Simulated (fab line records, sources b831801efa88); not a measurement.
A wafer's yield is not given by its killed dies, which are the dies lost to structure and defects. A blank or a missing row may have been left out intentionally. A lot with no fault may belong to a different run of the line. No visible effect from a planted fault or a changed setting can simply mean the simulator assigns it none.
2 desks looking at one fault	flow gf180mcu	what lay behind the numbers comes last; until then each desk has only its own

== TOOL OWNER'S DESK, pvd-sputter-03 ==
The tool's own readings at GF_SALICIDE_SPUTTER_02 (material Co, target thk 10 nm, time 20 s): means of the sampled wafers that have a number, for each lot that ran on this tool. Any lot whose mean is over 4 standard deviations away from the usual mean is out of limits and marked OUT; that distance is given in the brackets.
Columns: A = cathode-dc-power-W at GF_SALICIDE_SPUTTER_02, usual 1000.0 W; B = throttle-valve-pct at GF_SALICIDE_SPUTTER_02, usual 29.8 %
lot	first seen here	A	B
L926	day 17 02:27	999.9	29.3
L928	day 17 22:09	999.9	30.2
L930	day 18 03:36	1000.1	28.4
L932	day 18 17:39	1000.1	29.5
L935	day 20 01:46	1000.0	28.4
L936	day 20 08:00	1000.0	29.3
L937	day 20 17:29	1000.0	29.6
This desk's finding: nothing out of limits on any of the 7 lots.

== FROM THE METROLOGY DESK ==
Means of the sampled wafers that have a number, per lot and without regard to the tool the lot ran on: this is what the gauges read. Any lot whose mean is over 4 standard deviations away from the usual mean is out of limits and marked OUT; that distance is given in the brackets.
Columns: A = V5_W_THK at GF_V5_THK_MEAS_25, usual 347 nm
lot	first seen here	A
L922	day 28 05:29	346
L924	day 28 12:20	348
L927	day 29 00:32	350
L926	day 29 02:57	348
L928	day 29 19:23	341
L930	day 29 23:17	346
L931	day 30 01:19	345
L932	day 30 08:20	356
L933	day 30 18:34	349
L934	day 30 23:38	345
L935	day 31 08:41	339
L936	day 31 15:14	348
L937	day 31 21:04	348
L943	day 33 08:40	345
This desk's finding: nothing out of limits on any of the 14 lots.

== BROUGHT TOGETHER ==
Nothing out of limits was seen by the tool owner's desk.
At the metrology desk, nothing out of limits was observed.

== WHAT HAD BEEN PUT IN BY THE SIMULATOR ==
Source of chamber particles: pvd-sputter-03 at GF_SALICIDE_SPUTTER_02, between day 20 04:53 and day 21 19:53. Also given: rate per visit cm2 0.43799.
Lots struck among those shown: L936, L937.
